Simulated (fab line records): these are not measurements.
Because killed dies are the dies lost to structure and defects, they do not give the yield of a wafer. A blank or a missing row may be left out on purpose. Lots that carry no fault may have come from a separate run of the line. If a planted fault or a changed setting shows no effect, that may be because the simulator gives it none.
Code-filled problem report in 8D (eight disciplines) form :: flow sky130 :: the parts of the form that need people (team, actions taken, sign-off) are left out

== 1. PROBLEM STATEMENT ==
Across 3 wafers from 2 lots, CAPM_TIN_RS at SKY_CAPM_RS_MEAS_03 averages 7.59 ohm/sq, while fault-free wafers read 6.89 ohm/sq with a standard deviation of 0.069. Measured from the usual mean, that is +10 standard deviations.
The step: measures by four-point-probe.
First observed at day 40 18:47: wafer L666.2, on film-metro-01. Wafers with a number at this step in the record: 30, from 10 lots. Rule for "out" (also "out of limits"): further than 4 standard deviations from the usual mean. The rest of the wafers with a number are treated as sound.

== 2. WHAT IT IS; WHAT IT IS NOT ==
question: which readings at this step
is: CAPM_TIN_RS
is not: -

question: which lots
is: L666, L667
is not: L658, L659, L660, L661, L664, L672, L673, L675

question: which wafers of those lots
is: L666.2, L666.5, L667.2
is not: L666.4, L667.1, L667.4

question: read on which gauges
is: film-metro-01, film-metro-04
is not: film-metro-02

question: when
is: from day 40 18:47
is not: up to then (16 sound wafers); but 11 sound wafers of L667, L672, L673, L675 came after

== 3. THE SUSPECTS, EACH WITH WHAT RULES IT OUT ==
Counting: if a tool at a process step up to the reading ran every lot that is out, it stays a suspect. Sound lots after the first of them don't rule it out here, since some wafers of a struck lot are sound.
- the gauge at SKY_CAPM_RS_MEAS_03 is ruled out. 2 gauges (film-metro-01, film-metro-04) read the wafers that are out.
- pvd-sputter-03 at SKY_CAPM_SPUTTER_02 (material TiN, target thk 200 nm, time 166.7 s): kept. It processed each lot that is out (first: L666, day 40 18:40); up to then, its last sound lot is L660 (day 38 18:34).
After counting, what remains is pvd-sputter-03 at SKY_CAPM_SPUTTER_02.

== 4. THE CAUSE (what the simulator had put in) ==
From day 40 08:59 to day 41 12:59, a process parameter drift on pvd-sputter-03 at SKY_CAPM_SPUTTER_02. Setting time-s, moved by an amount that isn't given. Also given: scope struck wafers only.
Counting left only this tool.

== 5. SEQUENCE OF EFFECTS, ordered by route ==
One row per reading whose mean, taken over the struck wafers that have a number, lies over 3 standard deviations from the usual. Scope: only readings with a usual standard deviation given in the record; hours: median across lots of the time from each lot's start at the first step in this table that gives one to its start at this step; sigmas: change in usual standard deviations.
hours: 0
step: SKY_CAPM_RS_MEAS_03
reading: CAPM_TIN_RS
usual: 6.89 ohm/sq
on struck wafers: 7.59
change: +0.70
sigmas: +10

hours: 0
step: SKY_CAPM_THK_MEAS_04
reading: CAPM_TIN_THK
usual: 200.7 nm
on struck wafers: 181.3
change: -19.4
sigmas: -8.8

hours: 24
step: SKY_CAPM_METAL_ETCH_13
reading: oes-product-au
usual: 0.943 a.u.
on struck wafers: 0.894
change: -0.049
sigmas: -7.0

hours: 24
step: SKY_CAPM_METAL_ETCH_13
reading: throttle-valve-pct
usual: 21.901 %
on struck wafers: 21.940
change: +0.039
sigmas: +4.0
Its process steps:
- SKY_CAPM_METAL_ETCH_13: etches TiN in Cl2/BCl3, stops on SiO2, target depth 220 nm, time 62.9 s.

== 6. HOW IT WOULD HAVE BEEN CAUGHT EARLIER ==
10 hours passed between the start of the fault at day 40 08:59 and the first reading out of limits at a measuring or inspecting step in this record, taken at day 40 18:47.
Tool readings at SKY_CAPM_SPUTTER_02 with a usual standard deviation given in the record: none out on any struck wafer, hence no alarm at a limit of 4 standard deviations on them.
Of the lots that are out (2), L667 began SKY_CAPM_SPUTTER_02 on pvd-sputter-03 after day 40 18:47. A hold on the tool at that time would have spared it.
